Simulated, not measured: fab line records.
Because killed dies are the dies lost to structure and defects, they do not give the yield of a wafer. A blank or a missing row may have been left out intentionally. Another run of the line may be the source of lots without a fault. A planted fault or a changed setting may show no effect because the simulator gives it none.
fab line records	flow sky130
record: lots: 5	wafers: 15	last-day: 49
route steps=708 shown POLY_GATE@229 LDD_N@237 LDD_P@255 LDD_HVN@267
lots with no fault: from the same line, run without faults
start-h: hours from the record's first day to the start of the lot's first wafer shown	wait-h: how many hours have passed since the lot's step before this one	" unchanged from the row above	L1.1+2: one row covering several wafers at once	- no value present, or no start provided	* or withheld: withheld	< > ~ a bound
route shown NAME@n: NAME is a module with steps in the file, n the number in the route of the first one	usual: average and standard deviation across the fault-free wafers	same: alike in all rows	chamber/n: place in a boat	sites: the reading at each site	_std_site: standard deviation of those values	_edge_site: mean of outer sites minus mean of inner sites	radius-mm: for every site, how far away it sits from the centre of the wafer	mask NAME#n: copy n	behind: the tool/chamber that last shaped the wafer	hold: reason for holding the lot/hours on hold/outcome of the hold	device: the n, p or np transistor that did not switch	end of line: the tests these same wafers got at the end of their route	a step with no rows: only its recipe	killed: count of dies lost to structure and defects at first sort (not the wafer's yield)	map: per-die view of a wafer (x killed, . not killed, _ where there is no die)
set.NAME: the setting as run; set.NAME@STEP: as run at that earlier step	model.NAME: the simulator's own value behind a step, which no gauge read
lots seen at some steps along the route; tables by step, rows by wafer
services: a tool's chamber out of use, with start hour (start-h, from the record's first day; less than 0 if before it), hours out, and reason
== steps ==
step: SKY_POLY_GATE_ETCH_15
recipe: chemistry: N2/H2	target: BARC	ion-energy-ev: 200	source-w: 500	bias-w: 100	pressure-mtorr: 30	n2-flow-sccm: 100	h2-flow-sccm: 200	stop-on: SiO2	time-s: 118.5	target-depth-a: 1100
usual: drypump-motor-current-A: 5.7/0.38	oes-product-au: 0.716/0.0046	throttle-valve-pct: 13.213/0.0082
same: time-s: 118.5
lot.wafer	tool	chamber	start-h	wait-h	drypump-motor-current-A	oes-product-au	rf-hours-counter-h	throttle-valve-pct
L138.2	rie-diel-03	1	364.00	0.0	6.0	0.709	16	13.200
L138.4	"	3	"	"	5.5	0.717	11	13.217
L138.5	"	0	"	"	6.1	0.710	-	13.220
L141.1	rie-diel-03	0	395.00	0.0	6.0	0.716	50	13.216
L141.3	"	3	"	"	5.5	0.716	11	13.198
L141.5	"	2	"	"	5.7	0.713	-	13.218
L142.1	rie-diel-02	2	399.05	0.0	5.7	0.720	83	13.213
L142.3	"	1	"	"	5.8	0.713	110	13.226
L142.6	"	0	"	"	5.1	0.719	-	13.208
L157.1	rie-diel-02	0	546.93	0.0	5.1	0.712	8	13.200
L157.3	"	3	"	"	5.5	0.719	0	13.213
L157.4	"	1	"	"	5.8	0.711	-	13.215
L158.2	rie-diel-03	1	548.18	0.0	6.0	0.711	19	13.216
L158.3	"	3	"	"	5.5	0.720	14	13.211
L158.6	"	3	"	"	5.5	0.708	-	13.205
step: SKY_POLY_GATE_ETCH_16
recipe: stop-on: poly-Si	chemistry: CH3F/O2	target: Si3N4	source-w: 400	bias-w: 80	pressure-mtorr: 25	ch3f-flow-sccm: 40	O2_flow_sccm: 30	time-s: 147.5	target-depth-a: 750
usual: drypump-motor-current-A: 5.7/0.38	oes-product-au: 0.639/0.0054	throttle-valve-pct: 10.535/0.0092
same: time-s: 147.5
lot.wafer	tool	chamber	start-h	wait-h	drypump-motor-current-A	oes-product-au	rf-hours-counter-h	throttle-valve-pct
L138.2	rie-diel-03	1	364.08	0.0	5.9	0.634	16	10.543
L138.4	"	3	"	"	5.5	0.628	11	10.543
L138.5	"	0	"	"	6.0	0.645	-	10.525
L141.1	rie-diel-03	0	395.08	0.0	6.0	0.642	50	10.530
L141.3	"	3	"	"	5.5	0.642	11	10.533
L141.5	"	2	"	"	5.7	0.648	-	10.536
L142.1	rie-diel-02	2	399.13	0.0	5.6	0.636	84	10.520
L142.3	"	1	"	"	5.9	0.638	110	10.540
L142.6	"	0	"	"	5.1	0.643	-	10.530
L157.1	rie-diel-02	0	547.01	0.0	5.1	0.636	8	10.531
L157.3	"	3	"	"	5.5	0.636	0	10.513
L157.4	"	1	"	"	5.9	0.644	-	10.534
L158.2	rie-diel-03	1	548.26	0.0	5.9	0.643	19	10.543
L158.3	"	3	"	"	5.5	0.638	15	10.536
L158.6	"	3	"	"	5.5	0.647	-	10.536
step: SKY_POLY_GATE_ETCH_17
recipe: target-depth-nm: 180	stop-on: SiO2	over-etch-frac: 0.56667	chemistry: HBr/Cl2	target: poly-Si	icp-w: 400	bias-w: 100	pressure-mtorr: 10	HBr_flow_sccm: 150	Cl2_flow_sccm: 50	time-s: 70.5
step: SKY_POLY_GATE_STRIP_18
recipe: chemistry: O2/N2	power-w: 1400	pressure-mtorr: 1500	platen-temp-c: withheld	o2-flow-sccm: 3000	n2-flow-sccm: 300	overash-fraction: 0.5
usual: drypump-motor-current-A: 5.6/0.4	o2-flow-sccm: 3000/9.1	oes-product-au: 0.361/0.005	strip-time-to-endpoint-s: 3.17/0.044
lot.wafer	tool	chamber	start-h	wait-h	drypump-motor-current-A	o2-flow-sccm	oes-product-au	rf-hours-counter-h	strip-time-to-endpoint-s
L138.2	plasma-asher-03	0	364.23	0.0	6.0	3015	0.366	66	3.18
L138.4	"	1	"	"	5.4	3007	0.362	-	3.17
L138.5	"	1	"	"	5.4	2991	0.359	-	3.16
L141.1	plasma-asher-03	1	395.23	0.0	5.4	2990	0.353	69	3.15
L141.3	"	0	"	"	6.0	2987	0.366	-	3.15
L141.5	"	0	"	"	6.0	2998	0.351	-	3.12
L142.1	plasma-asher-04	0	399.28	0.0	6.2	3004	0.362	72	3.14
L142.3	"	1	"	"	5.5	3002	0.356	-	3.13
L142.6	"	1	"	"	5.5	2996	0.369	-	3.16
L157.1	plasma-asher-03	1	547.17	0.0	5.4	3016	0.355	84	3.19
L157.3	"	0	"	"	6.0	2978	0.363	-	3.18
L157.4	"	1	"	"	5.4	3015	0.361	-	3.13
L158.2	plasma-asher-03	0	548.42	0.0	6.0	3001	0.366	84	3.19
L158.3	"	1	"	"	5.4	2998	0.363	-	3.12
L158.6	"	0	"	"	6.0	3013	0.353	-	3.12
step: SKY_POLY_GATE_CLEAN_19
recipe: chemistry: SC1/SC2	mix: 1:4:20	temp-c: 70	time-s: 150	dry: n2-spin
step: SKY_POLY_GATE_OXIDATION_20
recipe: temp-c: 850	ambient: O2	stabilise-s: 600	purge-s: 300	target-thk-a: 40	ox-time-s: 899
step: SKY_POLY_GATE_THK_MEAS_21
recipe: reads: SiO2_of_POLY_GATE_OXIDATION_20
usual: POLY_GATE_OXIDATION_THK: 3.96/0.079
lot.wafer	tool	chamber	start-h	wait-h	POLY_GATE_OXIDATION_THK[nm]
L138.2	film-metro-03	-	366.52	0.0	4.02
L138.4	"	-	"	"	4.12
L138.5	"	-	"	"	3.99
L141.1	film-metro-02	-	398.55	0.0	3.92
L141.3	"	-	"	"	3.90
L141.5	"	-	"	"	3.87
L142.1	film-metro-01	-	400.94	0.0	3.94
L142.3	"	-	"	"	3.95
L142.6	"	-	"	"	3.98
L157.1	film-metro-01	-	549.55	0.0	3.97
L157.3	"	-	"	"	4.02
L157.4	"	-	"	"	4.03
L158.2	film-metro-02	-	552.15	0.0	3.90
L158.3	"	-	"	"	3.95
L158.6	"	-	"	"	3.90
step: SKY_POLY_GATE_CD_MEAS_22
usual: cd-nm: 151/3.1
lot.wafer	tool	chamber	start-h	wait-h	cd-nm
L138.2	cd-sem-02	-	366.60	0.1	149
L138.4	"	-	"	"	151
L138.5	"	-	"	"	153
L141.1	cd-sem-01	-	398.61	0.1	149
L141.3	"	-	"	"	151
L141.5	"	-	"	"	149
L142.1	cd-sem-01	-	401.00	0.1	147
L142.3	"	-	"	"	155
L142.6	"	-	"	"	149
L157.1	cd-sem-01	-	549.61	0.1	151
L157.3	"	-	"	"	147
L157.4	"	-	"	"	152
L158.2	cd-sem-01	-	552.23	0.1	147
L158.3	"	-	"	"	151
L158.6	"	-	"	"	149
step: SKY_LDD_N_DEHYDRATE_00
recipe: temp-c: 200	time-s: 60
step: SKY_LDD_N_HMDS_01
recipe: prime-time-s: 60	prime-temp-c: 120
step: SKY_LDD_N_COAT_02
recipe: resist: NOVOLAK	spin-rpm: 3000	resist-thk-nm: 300
step: SKY_LDD_N_SOFTBAKE_03
recipe: temp-c: 90	time-s: 60	resist: NOVOLAK
step: SKY_LDD_N_EXPOSE_04
recipe: mask-id: NTM	target-cd-nm: 840	na: 0.6	source-shape: conventional	sigma-outer: 0.6	dose-mj: 110
lot.wafer	tool	chamber	start-h	wait-h	mask
L138.2+4+5	iline-stepper-02	0	380.93	-	NTM#0
L141.1+3+5	iline-stepper-02	0	413.30	-	NTM#0
L142.1+3+6	iline-stepper-02	0	416.07	-	PSDM#0
L157.1+3+4	iline-stepper-02	0	564.37	-	NTM#0
L158.2+3+6	iline-stepper-01	0	567.11	-	NTM#0
step: SKY_LDD_N_PEB_05
recipe: temp-c: withheld	time-s: *	resist: NOVOLAK
step: SKY_LDD_N_DEVELOP_06
recipe: develop-time-s: 60	dev-temp-c: 23
step: SKY_LDD_N_OVL_MEAS_07
usual: LDD_N_OVL: 0.2/1.4
lot.wafer	tool	chamber	start-h	wait-h	LDD_N_OVL[nm]
L138.2	overlay-02	-	395.33	0.1	0.1
L138.4	"	-	"	"	-1.7
L138.5	"	-	"	"	0.5
L141.1	overlay-02	-	428.17	0.1	-1.7
L141.3	"	-	"	"	-1.1
L141.5	"	-	"	"	-0.6
L142.1	overlay-02	-	431.05	0.1	-
L142.3	"	-	"	"	-
L142.6	"	-	"	"	-
L157.1	overlay-01	-	578.70	0.1	-2.0
L157.3	"	-	"	"	-0.9
L157.4	"	-	"	"	-0.2
L158.2	overlay-02	-	581.88	0.1	1.0
L158.3	"	-	"	"	1.9
L158.6	"	-	"	"	-0.9
step: SKY_LDD_N_IMPLANT_08
recipe: species: As	energy-kev: 20	dose-cm2: 7.5e+13	tilt-deg: withheld	rotation-deg: 23
step: SKY_LDD_N_IMPLANT_09
recipe: species: As	energy-kev: 20	dose-cm2: 7.5e+13	tilt-deg: withheld	rotation-deg: 113
step: SKY_LDD_N_IMPLANT_10
recipe: species: As	energy-kev: 20	dose-cm2: 7.5e+13	tilt-deg: withheld	rotation-deg: 203
step: SKY_LDD_N_IMPLANT_11
recipe: species: As	energy-kev: 20	dose-cm2: 7.5e+13	tilt-deg: withheld	rotation-deg: 293
step: SKY_LDD_N_IMPLANT_12
recipe: species: BF2	energy-kev: 50	dose-cm2: 5e+12	tilt-deg: 30	rotation-deg: 0
step: SKY_LDD_N_IMPLANT_13
recipe: species: BF2	energy-kev: 50	dose-cm2: 5e+12	tilt-deg: 30	rotation-deg: 90
step: SKY_LDD_N_IMPLANT_14
recipe: species: BF2	energy-kev: 50	dose-cm2: 5e+12	tilt-deg: 30	rotation-deg: 180
step: SKY_LDD_N_IMPLANT_15
recipe: species: BF2	energy-kev: 50	dose-cm2: 5e+12	tilt-deg: 30	rotation-deg: 270
step: SKY_LDD_N_STRIP_16
recipe: chemistry: O2/N2	power-w: 1400	pressure-mtorr: 1500	platen-temp-c: withheld	o2-flow-sccm: 3000	n2-flow-sccm: 300	overash-fraction: 0.5
usual: drypump-motor-current-A: 5.5/0.5	o2-flow-sccm: 3001/9.6	oes-product-au: 0.407/0.0047	strip-time-to-endpoint-s: 4.314/0.017
lot.wafer	tool	chamber	start-h	wait-h	drypump-motor-current-A	o2-flow-sccm	oes-product-au	rf-hours-counter-h	strip-time-to-endpoint-s
L138.2	plasma-asher-04	1	396.56	0.1	5.5	3015	0.408	72	4.312
L138.4	"	1	"	"	5.5	2984	0.406	-	4.303
L138.5	"	0	"	"	6.1	3001	0.408	-	4.308
L141.1	plasma-asher-02	0	429.41	0.1	5.8	3006	0.410	59	4.336
L141.3	"	1	"	"	4.8	3003	0.408	-	4.312
L141.5	"	0	"	"	5.7	2984	0.404	-	4.321
L142.1	plasma-asher-02	1	432.28	0.1	4.8	3009	0.406	59	4.291
L142.3	"	0	"	"	5.8	2997	0.399	-	4.301
L142.6	"	0	"	"	5.8	3004	0.405	-	4.290
L157.1	plasma-asher-02	1	579.93	0.1	4.8	2999	0.405	74	4.288
L157.3	"	0	"	"	5.8	2995	0.406	-	4.300
L157.4	"	1	"	"	4.8	2989	0.406	-	4.300
L158.2	plasma-asher-02	1	583.11	0.1	4.8	3017	0.406	74	4.307
L158.3	"	1	"	"	4.8	3021	0.416	-	4.314
L158.6	"	0	"	"	5.8	2999	0.400	-	4.305
step: SKY_LDD_N_TW_MEAS_17
usual: LDD_N_TW: 2573/16
lot.wafer	tool	chamber	start-h	wait-h	LDD_N_TW
L138.2	film-metro-03	-	396.67	0.1	2572
L138.4	"	-	"	"	2572
L138.5	"	-	"	"	2575
L141.1	film-metro-03	-	429.51	0.1	2579
L141.3	"	-	"	"	2591
L141.5	"	-	"	"	2601
L142.1	film-metro-01	-	432.38	0.1	30
L142.3	"	-	"	"	30
L142.6	"	-	"	"	30
L157.1	film-metro-01	-	580.03	0.1	2572
L157.3	"	-	"	"	2577
L157.4	"	-	"	"	2572
L158.2	film-metro-01	-	583.22	0.1	2567
L158.3	"	-	"	"	2575
L158.6	"	-	"	"	2572
step: SKY_LDD_P_DEHYDRATE_00
recipe: temp-c: 200	time-s: 60
step: SKY_LDD_P_HMDS_01
recipe: prime-time-s: 60	prime-temp-c: 120
step: SKY_LDD_P_COAT_02
recipe: resist: NOVOLAK	spin-rpm: 3000	resist-thk-nm: 1140
step: SKY_LDD_P_SOFTBAKE_03
recipe: temp-c: 90	time-s: 60	resist: NOVOLAK
step: SKY_LDD_P_EXPOSE_04
recipe: mask-id: PSDM	na: 0.6	source-shape: conventional	sigma-outer: 0.6	polarization: unpolarized	target-cd-nm: 380	dose-mj: 138
step: SKY_LDD_P_PEB_05
recipe: temp-c: withheld	time-s: *	resist: NOVOLAK
step: SKY_LDD_P_DEVELOP_06
recipe: resist: NOVOLAK	developer: TMAH	develop-time-s: 60	dev-temp-c: 23
step: SKY_LDD_P_CD_MEAS_07
recipe: target-cd-nm: 380
usual: cd-nm: 380.2/2.6
lot.wafer	tool	chamber	start-h	wait-h	cd-nm
L138.2	cd-sem-02	-	426.42	0.1	377.4
L138.4	"	-	"	"	377.7
L138.5	"	-	"	"	376.3
L141.1	cd-sem-01	-	460.65	0.2	381.9
L141.3	"	-	"	"	383.9
L141.5	"	-	"	"	381.6
L142.1	cd-sem-02	-	463.69	0.1	378.9
L142.3	"	-	"	"	379.6
L142.6	"	-	"	"	375.6
L157.1	cd-sem-01	-	609.25	0.1	377.5
L157.3	"	-	"	"	380.0
L157.4	"	-	"	"	378.1
L158.2	cd-sem-01	-	611.92	0.1	381.7
L158.3	"	-	"	"	382.6
L158.6	"	-	"	"	383.7
step: SKY_LDD_P_OVL_MEAS_08
usual: LDD_P_OVL: -2.1/1.9
lot.wafer	tool	chamber	start-h	wait-h	LDD_P_OVL[nm]
L138.2	overlay-02	-	426.52	0.1	-3.2
L138.4	"	-	"	"	-2.2
L138.5	"	-	"	"	-4.1
L141.1	overlay-02	-	460.77	0.1	-1.6
L141.3	"	-	"	"	-1.2
L141.5	"	-	"	"	-1.7
L142.1	overlay-02	-	463.81	0.1	-2.0
L142.3	"	-	"	"	-2.1
L142.6	"	-	"	"	-0.1
L157.1	overlay-01	-	609.37	0.1	-1.9
L157.3	"	-	"	"	-3.3
L157.4	"	-	"	"	-2.5
L158.2	overlay-01	-	612.02	0.1	-2.4
L158.3	"	-	"	"	-5.7
L158.6	"	-	"	"	-3.6
step: SKY_LDD_P_IMPLANT_09
recipe: species: BF2	energy-kev: 25	dose-cm2: 1e+13	tilt-deg: withheld
step: SKY_LDD_P_STRIP_10
recipe: chemistry: O2/N2	power-w: 1400	pressure-mtorr: 1500	platen-temp-c: withheld	o2-flow-sccm: 3000	n2-flow-sccm: 300	overash-fraction: 0.5
usual: drypump-motor-current-A: 5.8/0.3	o2-flow-sccm: 3000/8	oes-product-au: 0.716/0.0048	strip-time-to-endpoint-s: 14.18/0.031
lot.wafer	tool	chamber	start-h	wait-h	drypump-motor-current-A	o2-flow-sccm	oes-product-au	rf-hours-counter-h	strip-time-to-endpoint-s
L138.2	plasma-asher-01	1	426.70	0.1	5.6	2998	0.718	30	14.15
L138.4	"	0	"	"	6.2	2989	0.720	-	14.11
L138.5	"	0	"	"	6.1	2985	0.712	-	14.12
L141.1	plasma-asher-04	0	460.96	0.1	6.2	2988	0.710	3	14.18
L141.3	"	0	"	"	6.1	2990	0.708	-	14.17
L141.5	"	0	"	"	6.2	2995	0.720	-	14.20
L142.1	plasma-asher-04	0	464.00	0.1	6.2	2998	0.721	3	14.16
L142.3	"	1	"	"	5.5	3000	0.718	-	14.14
L142.6	"	1	"	"	5.5	2986	0.714	-	14.20
L157.1	plasma-asher-01	1	609.55	0.1	5.5	2987	0.716	49	14.24
L157.3	"	0	"	"	6.1	2996	0.714	-	14.19
L157.4	"	1	"	"	5.6	3001	0.717	-	14.22
L158.2	plasma-asher-03	1	612.20	0.1	5.4	2995	0.716	90	14.24
L158.3	"	1	"	"	5.4	2994	0.720	-	14.18
L158.6	"	0	"	"	6.0	3005	0.718	-	14.21
step: SKY_LDD_P_TW_MEAS_11
usual: LDD_P_TW: 636/4.7
lot.wafer	tool	chamber	start-h	wait-h	LDD_P_TW
L138.2	film-metro-04	-	426.81	0.1	630
L138.4	"	-	"	"	631
L138.5	"	-	"	"	633
L141.1	film-metro-03	-	461.06	0.1	635
L141.3	"	-	"	"	640
L141.5	"	-	"	"	638
L142.1	film-metro-02	-	464.10	0.1	2594
L142.3	"	-	"	"	2591
L142.6	"	-	"	"	2588
L157.1	film-metro-03	-	609.65	0.1	636
L157.3	"	-	"	"	635
L157.4	"	-	"	"	630
L158.2	film-metro-02	-	612.31	0.1	640
L158.3	"	-	"	"	639
L158.6	"	-	"	"	638
step: SKY_LDD_HVN_DEHYDRATE_00
recipe: temp-c: 200	time-s: 60
== services ==
tool	chamber	start-h	hours	kind
rie-diel-03	1	340.59	11.1	repair
iline-stepper-02	-	340.89	7.9	repair
plasma-asher-04	-	383.22	0.9	repair
rie-diel-02	1	403.26	8.6	repair
rie-diel-02	1	411.86	-	clean
rie-diel-02	1	411.86	14.6	scheduled-down
plasma-asher-04	-	421.25	9.0	pm
iline-stepper-01	-	424.88	1.7	pm
rie-diel-02	-	426.09	0.4	repair
rie-diel-03	3	454.74	2.6	repair
rie-diel-02	-	462.98	0.2	repair
rie-diel-02	-	480.47	2.8	pm
iline-stepper-01	-	482.66	18.8	repair
rie-diel-03	-	493.20	1.6	repair
plasma-asher-01	-	495.33	0.6	repair
plasma-asher-03	-	496.51	2.9	repair
plasma-asher-04	-	499.67	12.5	repair
iline-stepper-02	-	501.51	1.7	pm
rie-diel-02	3	505.04	4.8	repair
plasma-asher-04	-	554.89	1.1	repair
iline-stepper-02	-	588.24	2.1	pm
rie-diel-02	0	599.86	5.0	repair
plasma-asher-02	-	600.78	2.1	repair
iline-stepper-01	-	611.02	0.6	repair
== key ==
first-sign: step: SKY_LDD_N_EXPOSE_04	reading: mask	direction: changed
effect: step: SKY_LDD_N_OVL_MEAS_07	reading: LDD_N_OVL	direction: missing
effect: step: SKY_LDD_N_TW_MEAS_17	reading: LDD_N_TW	direction: down	sigmas: 99+	usual: 2573	struck: 30
effect: step: SKY_LDD_P_TW_MEAS_11	reading: LDD_P_TW	direction: up	sigmas: 99+	usual: 636	struck: 2591
met-at SKY_LDD_N_EXPOSE_04
struck-wafers L142.1,L142.3,L142.6
sort-left-out L142.1,L142.3,L142.6
tester-left-out L142
onset-between 413.30 416.07
fault: kind: wrong-mask	tool: any	chamber: -	onset-h: 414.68	steps: SKY_LDD_N_EXPOSE_04	aux-copy: PSDM#0	scope: struck-lots-only
tester-left-out: of these lots the tester's yield and bins aren't shown, on N5 and GAA mostly nor the transistor test; their killed dies are dies lost to structure and defects alone, not to doping, threshold or leakage, so they don't give the yield
sort-left-out: the simulated sort isn't trusted on such a fault, so these wafers' sort isn't shown, and their yield isn't known
